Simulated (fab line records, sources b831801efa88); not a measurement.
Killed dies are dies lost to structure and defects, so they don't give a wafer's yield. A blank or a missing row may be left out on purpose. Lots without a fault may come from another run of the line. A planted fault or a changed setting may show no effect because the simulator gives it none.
Problem report in the 8D (eight disciplines) form, filled by code | flow sky130 | the parts of the form that need people (team, actions taken, sign-off) are left out

1. THE PROBLEM
oes_product_au at SKY_LOCAL_INTERCONNECT_ETCH_13 reads a mean of 0.978 a.u. on 3 wafers of 3 lots; wafers without a fault read 0.855 a.u. with a standard deviation of 0.0047. That is +26 standard deviations from the usual mean.
The step: etches BARC in N2/H2, stops on SiO2, time 45.9 s, target depth 60 nm.
First seen on wafer L645.5, day 33 02:34, on rie_metal-03. The record holds 31 wafers of 11 lots with a number at this step. Rule for "out", or "out of limits": more than 4 standard deviations from the usual mean. The other wafers with a number count as sound.

2. WHAT IT IS AND WHAT IT IS NOT
question                    | is                         | is not
which readings at this step | oes_product_au             | drypump_motor_current_A
which lots                  | L645, L650, L651           | L640, L641, L642, L654, L658, L660, L661, L662
which wafers of those lots  | L645.5, L650.5, L651.1     | L645.2, L645.6, L650.2, L651.6
read on which tools         | rie_metal-02, rie_metal-03 | rie_metal-01
when                        | from day 33 02:34          | up to then (11 sound wafers); but 17 sound wafers of L650, L651, L654, L658, L660, L661, L662 came after

3. SUSPECTS, AND WHAT RULES EACH OUT
Counting: a tool at a process step up to the reading stays a suspect if it ran every lot that is out. Sound lots after the first of them don't rule it out here, since some wafers of a struck lot are sound.
- litho_track-02 at SKY_LOCAL_INTERCONNECT_COAT_05 (resist thk 60 nm): kept. It ran every lot that is out, first L645 (day 32 12:52); its last sound lot up to then is L642 (day 30 14:19).
Left after counting: litho_track-02 at SKY_LOCAL_INTERCONNECT_COAT_05.

4. THE CAUSE (what the simulator had put in)
Process parameter drift: litho_track-02, from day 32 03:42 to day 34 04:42, at SKY_LOCAL_INTERCONNECT_COAT_05. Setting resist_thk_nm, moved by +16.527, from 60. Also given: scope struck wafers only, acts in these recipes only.
Counting left only this tool.

5. THE CHAIN OF EFFECTS, in route order
Each row: a reading whose mean over the struck wafers that have a number lies more than 3 standard deviations from the usual. Only readings for which the record gives a usual standard deviation are gone through. hours: the time from each lot's start at the first step in this table that gives one to its start at this step, as a median over the lots. sigmas: the change in usual standard deviations.
hours | step                            | reading                  | usual      | on struck wafers | change | sigmas
0     | SKY_LOCAL_INTERCONNECT_ETCH_13  | oes_product_au           | 0.855 a.u. | 0.978            | +0.123 | +26
0     | SKY_LOCAL_INTERCONNECT_STRIP_15 | strip_time_to_endpoint_s | 4.724 s    | 4.939            | +0.215 | +11
The process steps in it:
- SKY_LOCAL_INTERCONNECT_ETCH_13: etches BARC in N2/H2, stops on SiO2, time 45.9 s, target depth 60 nm.
- SKY_LOCAL_INTERCONNECT_STRIP_15: strips in O2/N2.
Later measuring or inspecting steps at which every struck wafer that the step has a row for has a number for every such reading, and none has moved that far: SKY_METAL3_OVL_MEAS_14.

6. WHAT WOULD HAVE CAUGHT IT SOONER
In this record the first reading out of limits was taken at day 33 02:34, 23 hours after the fault began at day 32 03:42.
Of the tool readings at SKY_LOCAL_INTERCONNECT_COAT_05 for which the record gives a usual standard deviation, none was out on any struck wafer, so an alarm limit of 4 standard deviations on them would not have fired.
Of the lots that are out (3), L650, L651 began SKY_LOCAL_INTERCONNECT_COAT_05 on litho_track-02 after day 33 02:34. A hold on the tool at that time would have spared those 2.
